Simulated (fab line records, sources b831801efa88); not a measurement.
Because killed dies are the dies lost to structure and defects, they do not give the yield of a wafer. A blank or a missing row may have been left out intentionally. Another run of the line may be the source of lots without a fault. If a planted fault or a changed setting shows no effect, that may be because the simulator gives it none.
fab line records	flow sky130
record lots=6	wafers=18	last-day=50
route steps=708 shown CONTACT@407 PAD_OPEN@708
lots with no fault: from the same line, run without faults
start-h: start of the lot's first displayed wafer, in hours after the record's first day	wait-h: time in hours since the lot's previous step	" unchanged from the row above	L1.1+2: a single row standing in for several wafers	- no value, or no start given	* or withheld: withheld	< > ~ a bound
route shown NAME@n: NAME is a module with steps in the file, n the number in the route of the first one	usual: mean/standard deviation taken from wafers without a fault	same: alike in all rows	chamber/n: place in a boat	sites: readings site by site	_std_site: standard deviation across them	_edge_site: mean of outer sites minus mean of inner sites	radius-mm: how far each site lies from the wafer's centre	mask NAME#n: copy n	behind: the most recent tool/chamber to have shaped the wafer	hold: the reason the lot was held/the length of the hold in hours/how it ended	device: transistor that didn't switch, given as n, p or np	end of line: the route-end tests of the same wafers	for a step that has no rows: nothing shown but its recipe	killed: count of dies lost to structure and defects at first sort (not the wafer's yield)	map: shows each die of a wafer: x if killed, . if not, _ if none is there
set.NAME: the setting as run; set.NAME@STEP: as run at that earlier step	model.NAME: the simulator's own value behind a step, which no gauge read
lots at selected steps of the route; one table per step, one row per wafer
services: a tool's chamber out of use, with start hour (start-h, from the record's first day; less than 0 if before it), hours out, and reason
## steps
# step SKY_CONTACT_THK_MEAS_01
# recipe reads=Si3N4_of_CONTACT_CVD_00
# usual CONTACT_CVD_00_THK=74.8/1.2
lot.wafer	tool	chamber	start-h	wait-h	CONTACT_CVD_00_THK[nm]
L129.1	film-metro-02	-	734.41	-	76.0
L129.4	"	-	"	"	76.9
L129.6	"	-	"	"	74.5
L132.2	film-metro-04	-	753.15	-	72.2
L132.4	"	-	"	"	74.8
L132.6	"	-	"	"	73.3
L136.1	film-metro-02	-	788.19	-	76.5
L136.2	"	-	"	"	75.4
L136.5	"	-	"	"	77.2
L143.3	film-metro-04	-	847.03	-	73.9
L143.4	"	-	"	"	74.3
L143.6	"	-	"	"	74.7
L148.1	film-metro-03	-	861.54	-	75.2
L148.3	"	-	"	"	74.6
L148.6	"	-	"	"	76.7
L150.1	film-metro-02	-	884.11	-	72.8
L150.3	"	-	"	"	75.2
L150.6	"	-	"	"	76.0
# step SKY_CONTACT_HDPCVD_02
# recipe material=SiO2	target-thk-nm=565	sigma-open-frac=0.3	time-s=94.2	temp-c=600	sih4-flow-sccm=60	pressure-mtorr=6
# step SKY_CONTACT_THK_MEAS_03
# recipe reads=SiO2_of_CONTACT_HDPCVD_02
# usual CONTACT_HDPCVD_THK=567/8.1
lot.wafer	tool	chamber	start-h	wait-h	CONTACT_HDPCVD_THK[nm]
L129.1	film-metro-03	-	734.54	0.0	567
L129.4	"	-	"	"	580
L129.6	"	-	"	"	567
L132.2	film-metro-03	-	753.28	0.0	564
L132.4	"	-	"	"	558
L132.6	"	-	"	"	569
L136.1	film-metro-04	-	788.32	0.0	558
L136.2	"	-	"	"	559
L136.5	"	-	"	"	574
L143.3	film-metro-03	-	847.19	0.1	564
L143.4	"	-	"	"	577
L143.6	"	-	"	"	564
L148.1	film-metro-02	-	861.67	0.0	565
L148.3	"	-	"	"	561
L148.6	"	-	"	"	565
L150.1	film-metro-04	-	884.24	0.0	572
L150.3	"	-	"	"	555
L150.6	"	-	"	"	571
# step SKY_CONTACT_CMP_04
# recipe material=SiO2	down-force-psi=4	platen-rpm=60	pad-velocity-m-s=0.94248
# usual motor-current-A=12.3/1	slurry-flow-ml-min=150.0/0.44	time-to-endpoint-s=83/5.9
lot.wafer	tool	chamber	start-h	wait-h	motor-current-A	slurry-flow-ml-min	time-to-endpoint-s
L129.1	cmp-01	1	734.60	0.1	14.0	150.0	91
L129.4	"	0	"	"	12.2	150.0	92
L129.6	"	2	"	"	11.1	150.1	93
L132.2	cmp-02	0	753.33	0.0	11.2	149.5	77
L132.4	"	3	"	"	11.8	149.9	79
L132.6	"	1	"	"	11.9	149.6	80
L136.1	cmp-02	0	788.43	0.1	10.9	150.0	72
L136.2	"	2	"	"	12.2	149.6	78
L136.5	"	0	"	"	10.3	150.2	79
L143.3	cmp-01	1	847.33	0.1	14.0	149.8	86
L143.4	"	2	"	"	11.6	149.2	89
L143.6	"	3	"	"	14.2	150.9	77
L148.3	cmp-02	2	861.78	0.1	12.8	149.9	85
L148.1	"	0	"	"	10.0	150.2	80
L148.6	"	2	"	"	12.3	150.8	80
L150.1	cmp-01	1	884.40	0.1	13.8	149.7	92
L150.3	"	2	"	"	11.5	149.6	86
L150.6	"	0	"	"	11.9	150.4	85
# step SKY_CONTACT_BOW_MEAS_05
# recipe mode=bow
# usual CONTACT_BOW=83/7.3
lot.wafer	tool	chamber	start-h	wait-h	CONTACT_BOW[um]
L129.1	film-metro-02	-	734.90	0.2	83
L129.4	"	-	"	"	82
L129.6	"	-	"	"	96
L132.2	film-metro-04	-	753.65	0.3	87
L132.4	"	-	"	"	92
L132.6	"	-	"	"	85
L136.1	film-metro-02	-	788.68	0.2	73
L136.2	"	-	"	"	80
L136.5	"	-	"	"	75
L143.3	film-metro-04	-	847.57	0.2	85
L143.4	"	-	"	"	85
L143.6	"	-	"	"	80
L148.1	film-metro-03	-	862.03	0.1	90
L148.3	"	-	"	"	83
L148.6	"	-	"	"	89
L150.1	film-metro-03	-	884.60	0.1	81
L150.3	"	-	"	"	80
L150.6	"	-	"	"	91
# step SKY_CONTACT_DEHYDRATE_06
# recipe temp-c=200	time-s=60
# step SKY_CONTACT_HMDS_07
# recipe prime-time-s=60	prime-temp-c=120
# step SKY_CONTACT_COAT_08
# recipe resist=BARC	temp-c=withheld	time-s=withheld	spin-rpm=3019	resist-thk-nm=60
# step SKY_CONTACT_COAT_09
# recipe resist=KrF-thick	spin-rpm=3000	resist-thk-nm=450
# step SKY_CONTACT_SOFTBAKE_10
# recipe temp-c=100	time-s=90	resist=KrF-thick
# step SKY_CONTACT_EXPOSE_11
# recipe mask-id=CTM1	na=0.8	source-shape=annular	sigma-inner=0.55	sigma-outer=0.85	target-cd-nm=170	dose-mj=38
# step SKY_CONTACT_PEB_12
# recipe peb-temp-c=withheld	peb-time-s=withheld	resist=KrF-thick
# step SKY_CONTACT_DEVELOP_13
# recipe develop-time-s=60	resist=KrF-thick	dev-temp-c=21
# usual developer-temp-C=21.00/0.11
lot.wafer	tool	chamber	start-h	wait-h	developer-temp-C
L129.1	litho-track-04	0	762	-	21.05
L129.4	"	0	"	"	21.20
L129.6	"	0	"	"	21.23
L132.2	litho-track-02	0	780	-	21.87
L132.4	"	0	"	"	21.79
L132.6	"	0	"	"	21.88
L136.1	litho-track-02	0	814	-	21.49
L136.2	"	0	"	"	21.56
L136.5	"	0	"	"	21.59
L143.3	litho-track-02	0	873	-	20.77
L143.4	"	0	"	"	20.93
L143.6	"	0	"	"	20.92
L148.1	litho-track-04	0	887	-	20.99
L148.3	"	0	"	"	20.91
L148.6	"	0	"	"	20.92
L150.1	litho-track-02	0	909	-	20.95
L150.3	"	0	"	"	21.00
L150.6	"	0	"	"	20.97
# step SKY_CONTACT_CD_MEAS_14
# recipe target-cd-nm=170
# usual cd-nm=169.8/1.6
lot.wafer	tool	chamber	start-h	wait-h	cd-nm
L129.1	cd-sem-02	-	762.17	-	168.8
L129.4	"	-	"	"	169.3
L129.6	"	-	"	"	169.3
L132.2	cd-sem-02	-	780.53	-	170.5
L132.4	"	-	"	"	170.4
L132.6	"	-	"	"	171.2
L136.1	cd-sem-01	-	814.51	-	170.6
L136.2	"	-	"	"	169.8
L136.5	"	-	"	"	170.1
L143.3	cd-sem-02	-	873.50	-	172.3
L143.4	"	-	"	"	172.0
L143.6	"	-	"	"	172.4
L148.1	cd-sem-02	-	887.32	-	168.9
L148.3	"	-	"	"	169.1
L148.6	"	-	"	"	169.0
L150.1	cd-sem-02	-	909.86	-	171.9
L150.3	"	-	"	"	171.7
L150.6	"	-	"	"	172.1
# step SKY_PAD_OPEN_PROBE_99
# usual killed_at_M0_to_M3=42/7.5	killed_at_M4_up=3.2/1.7	killed-at-contacts=24/5.1	killed-at-front-end=15/4.1	killed-at-other=0.3/0.58	killed-dies=85/8.9	killed-open=46/6.4	killed-short=39/6
# same gross-dies=492	killed-at-back-side=0
lot.wafer	tool	chamber	start-h	wait-h	killed_at_M0_to_M3	killed_at_M4_up	killed-at-contacts	killed-at-front-end	killed-at-other	killed-dies	killed-open	killed-short
L129.1	prober-01	-	1094.35	0.1	38	5	22	15	0	80	47	33
L129.4	prober-01	-	1094.50	0.2	49	1	23	16	0	89	45	43
L129.6	prober-01	-	1094.60	0.2	56	4	19	16	0	95	58	37
L132.2	prober-02	-	1110.29	0.1	51	4	23	23	0	101	53	46
L132.4	prober-02	-	1110.39	0.2	41	4	19	22	0	86	41	44
L132.6	prober-02	-	1110.49	0.2	41	7	28	23	0	99	44	52
L136.1	prober-02	-	1136.04	0.1	38	3	31	19	0	91	52	39
L136.2	prober-02	-	1136.09	0.1	38	3	40	16	0	97	53	43
L136.5	prober-02	-	1136.24	0.2	41	4	24	23	0	92	51	41
L148.1	prober-01	-	1184.65	0.1	31	4	24	18	1	78	35	43
L148.3	prober-01	-	1184.75	0.2	35	2	25	14	0	76	50	26
L148.6	prober-01	-	1184.90	0.2	32	1	28	20	0	81	48	33
# killed by level:class
L129.1 CONTACT:geometric-particle:open=12 METAL1:geometric-particle:short=8 VIA1:geometric-particle:open=7 FIELD_ISO:geometric-particle:open=6 VIA1:geometric-particle:short=5 VIA3:geometric-particle:open=5 LI_CONTACT:geometric-particle:open=4 POLY_GATE:geometric-particle:short=3
L129.4 VIA1:geometric-particle:open=15 VIA1:geometric-particle:short=10 METAL1:geometric-particle:short=8 CONTACT:geometric-particle:open=7 LI_CONTACT:geometric-particle:open=7 VIA2:geometric-particle:open=5 FIELD_ISO:geometric-particle:short=4 POLY_GATE:geometric-particle:short=4
L129.6 VIA1:geometric-particle:open=18 VIA3:geometric-particle:open=8 CONTACT:geometric-particle:open=7 VIA2:geometric-particle:open=7 METAL2:geometric-particle:short=6 CONTACT:geometric-particle:short=5 METAL1:geometric-particle:short=5 FIELD_ISO:geometric-particle:short=4
L132.2 VIA1:geometric-particle:open=10 FIELD_ISO:geometric-particle:open=9 VIA3:geometric-particle:open=9 LI_CONTACT:geometric-particle:open=7 CONTACT:geometric-particle:open=7 FIELD_ISO:geometric-particle:short=6 METAL1:geometric-particle:short=6 VIA1:geometric-particle:short=5
L132.4 POLY_GATE:geometric-particle:short=7 METAL1:geometric-particle:short=7 CONTACT:geometric-particle:open=6 VIA1:geometric-particle:open=6 VIA3:geometric-particle:open=6 METAL2:geometric-particle:short=5 VIA2:geometric-particle:open=5 FIELD_ISO:geometric-particle:short=4
L132.6 CONTACT:geometric-particle:open=13 METAL2:geometric-particle:short=8 VIA3:geometric-particle:open=8 METAL1:geometric-particle:short=7 FIELD_ISO:geometric-particle:open=6 FIELD_ISO:geometric-particle:short=6 LOCAL_INTERCONNECT:geometric-particle:short=5 VIA1:geometric-particle:short=5
L136.1 VIA1:geometric-particle:open=13 CONTACT:geometric-particle:open=9 LI_CONTACT:geometric-particle:open=8 LI_CONTACT:geometric-particle:short=5 METAL2:geometric-particle:short=5 VIA3:geometric-particle:open=5 LOCAL_INTERCONNECT:geometric-particle:short=4 CONTACT:geometric-particle:short=4
L136.2 CONTACT:geometric-particle:open=14 VIA1:geometric-particle:open=11 LOCAL_INTERCONNECT:geometric-particle:short=9 LI_CONTACT:geometric-particle:open=6 CONTACT:geometric-particle:short=6 VIA3:geometric-particle:open=6 METAL2:geometric-particle:short=5 FIELD_ISO:geometric-particle:open=4
L136.5 CONTACT:geometric-particle:open=16 POLY_GATE:geometric-particle:short=9 VIA3:geometric-particle:open=8 VIA2:geometric-particle:open=6 METAL3:geometric-particle:short=6 POLY_GATE:geometric-particle:open=5 METAL1:geometric-particle:short=5 LI_CONTACT:geometric-particle:open=4
L148.1 CONTACT:geometric-particle:open=10 METAL2:geometric-particle:short=8 LI_CONTACT:geometric-particle:open=7 FIELD_ISO:geometric-particle:short=6 FIELD_ISO:geometric-particle:open=4 VIA1:geometric-particle:open=4 LOCAL_INTERCONNECT:geometric-particle:short=4 VIA2:geometric-particle:short=4
L148.3 CONTACT:geometric-particle:open=10 VIA1:geometric-particle:open=10 LI_CONTACT:geometric-particle:open=8 VIA3:geometric-particle:open=5 FIELD_ISO:geometric-particle:short=5 METAL2:geometric-particle:short=5 VIA2:geometric-particle:open=5 FIELD_ISO:geometric-particle:open=4
L148.6 CONTACT:geometric-particle:open=17 VIA1:geometric-particle:open=9 FIELD_ISO:geometric-particle:open=7 FIELD_ISO:geometric-particle:short=6 LI_CONTACT:geometric-particle:open=5 METAL2:geometric-particle:short=5 VIA3:geometric-particle:open=4 POLY_GATE:geometric-particle:open=3
## services
tool	chamber	start-h	hours	kind
cmp-02	-	744.17	4.0	pm
cmp-02	-	748.17	-	consumable-replace:conditioner
cmp-02	-	748.17	-	consumable-replace:pad
cmp-02	-	811.72	0.6	repair
cmp-02	-	826.25	9.9	pm
cmp-02	-	844.75	4.9	repair
## key
first-sign step=SKY_CONTACT_DEVELOP_13	reading=developer-temp-C	direction=up	sigmas=6.1	usual=*	struck=*
effect none on later readings
met-at SKY_CONTACT_DEVELOP_13
struck-wafers L132.2,L132.4,L132.6,L136.1,L136.2,L136.5
tester-left-out L132,L136
loop-trim step=SKY_CONTACT_EXPOSE_11	setting=dose	lots=L136
fault kind=process-parameter-drift	tool=litho-track-02	chamber=-	onset-h=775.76	steps=SKY_CONTACT_DEVELOP_13	channel=dev-temp-c	offset=*	shape=step	end-h=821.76	acts-in=*	stated=*
# tester-left-out: of these lots the tester's yield and bins aren't shown, on N5 and GAA mostly nor the transistor test; their killed dies are dies lost to structure and defects alone, not to doping, threshold or leakage, so they don't give the yield
# loop-trim: a control loop set the setting to another value than it would have without faults
